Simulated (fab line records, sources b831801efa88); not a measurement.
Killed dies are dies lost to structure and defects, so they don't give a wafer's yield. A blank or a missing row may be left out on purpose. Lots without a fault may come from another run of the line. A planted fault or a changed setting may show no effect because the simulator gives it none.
A struck lot beside a sound one | flow sky130 | 14 steps out of a route of 708
Sound: wafers L185.1, L185.3, L185.4. Struck: wafers L195.1, L195.4, L195.6. The cause comes at the end.
At each step with rows: each side's tool, then ch and its chambers, then its first start. Under that, the readings that differ: sound wafers | struck wafers | difference of the means | sigmas: that difference in standard deviations of wafers without a fault.
alike: readings whose means differ by less than 2 such deviations, and words and numbers that are the same on both sides. not compared: withheld readings, readings that some wafer has no value for, bounds like >300 that may hide the same value, and numbers for which the record gives no deviation and whose values overlap.
The two part at a step that has a row with sigmas, a row that says differs or no value, or rows on one side only. Numbers that don't overlap but have no deviation are shown without sigmas and don't part them. A reading that every wafer of one side lacks parts them only if that side has two wafers or more.

SKY_NWELL_OVL_MEAS_23:
  sound on overlay-02, day 6 14:01; struck on overlay-01, day 9 03:28
  reading           | sound         | struck         | difference | sigmas
  NWELL_01_OVL (nm) | -0.3 -0.1 1.5 | -2.2 -2.9 -1.1 | -2.4       | -2
then, 1 step without rows for these wafers: SKY_NWELL_IMPLANT_24.
SKY_NWELL_STRIP_25: strips in O2/N2.
  sound on plasma_asher-01 ch 0,1, day 6 14:12; struck on plasma_asher-02 ch 0,1, day 9 03:39
  alike: chamber_pressure_mTorr, drypump_motor_current_A, oes_product_au, strip_time_to_endpoint_s
  not compared: rf_hours_counter_h
SKY_NWELL_TW_MEAS_26:
  sound on film_metro-01, day 6 14:18; struck on film_metro-03, day 9 03:45
  alike: NWELL_2_TW
then, 1 step without rows for these wafers: SKY_NWELL_CLEAN_27 (cleans in SC1/SC2, time 150 s).
SKY_NWELL_RTA_28: time 30 s.
  sound on rtp_anneal-02 ch 0, day 6 14:25; struck on rtp_anneal-02 ch 0, day 9 03:52
  alike: lamp_power_pct, wafer_temp_C_max
SKY_NWELL_RS_MEAS_29: measures by four-point-probe.
  sound on film_metro-04, day 6 14:31; struck on film_metro-01, day 9 03:58
  alike: NWELL_RS
SKY_NWELL_RS_MEAS_31: measures by four-point-probe.
  sound on film_metro-04, day 6 14:45; struck on film_metro-01, day 9 04:12
  alike: PWDE_RS
then, 3 steps without rows for these wafers: SKY_VT_ADJUST_HVTP_DEHYDRATE_00 (time 60 s); SKY_VT_ADJUST_HVTP_HMDS_01 (prime time 60 s); SKY_VT_ADJUST_HVTP_COAT_02 (resist thk 1140 nm).
SKY_VT_ADJUST_HVTP_SOFTBAKE_03: time 60 s.
  sound on litho_track-04 ch 0, day 7 00:08; struck on litho_track-04 ch 0, day 9 14:20
  reading                  | sound             | struck            | difference | sigmas
  heater_power_total_W (W) | 56.65 56.60 56.57 | 58.88 58.93 58.89 | +2.29      | +50
  run_length_s (s)         | 89.27 89.13 89.13 | 82.19 82.25 82.27 | -6.94      | -53
  alike: resist_line_temp_C
then, 1 step without rows for these wafers: SKY_VT_ADJUST_HVTP_EXPOSE_04 (exposes mask HVTPM, target cd 380 nm).
-- the record jumps here: 40 days lie between the struck wafers' starts before and after (it left off in module VT_ADJUST_HVTP and takes up again in module PAD_OPEN, whose first step shown is number 708 of the route) --
SKY_PAD_OPEN_PROBE_99:
  sound on prober-02, day 47 05:05; struck on prober-02, day 49 11:19
  alike: killed_at_M0_to_M3, killed_at_M4_up, killed_at_contacts, killed_at_front_end, killed_at_other, killed_dies, killed_open, killed_short

WHERE THEY PART
First at SKY_NWELL_OVL_MEAS_23; last, within this record, at SKY_VT_ADJUST_HVTP_SOFTBAKE_03. Later steps at which nothing parts them and some readings are alike: SKY_PAD_OPEN_PROBE_99.

WHY: what the simulator had put in
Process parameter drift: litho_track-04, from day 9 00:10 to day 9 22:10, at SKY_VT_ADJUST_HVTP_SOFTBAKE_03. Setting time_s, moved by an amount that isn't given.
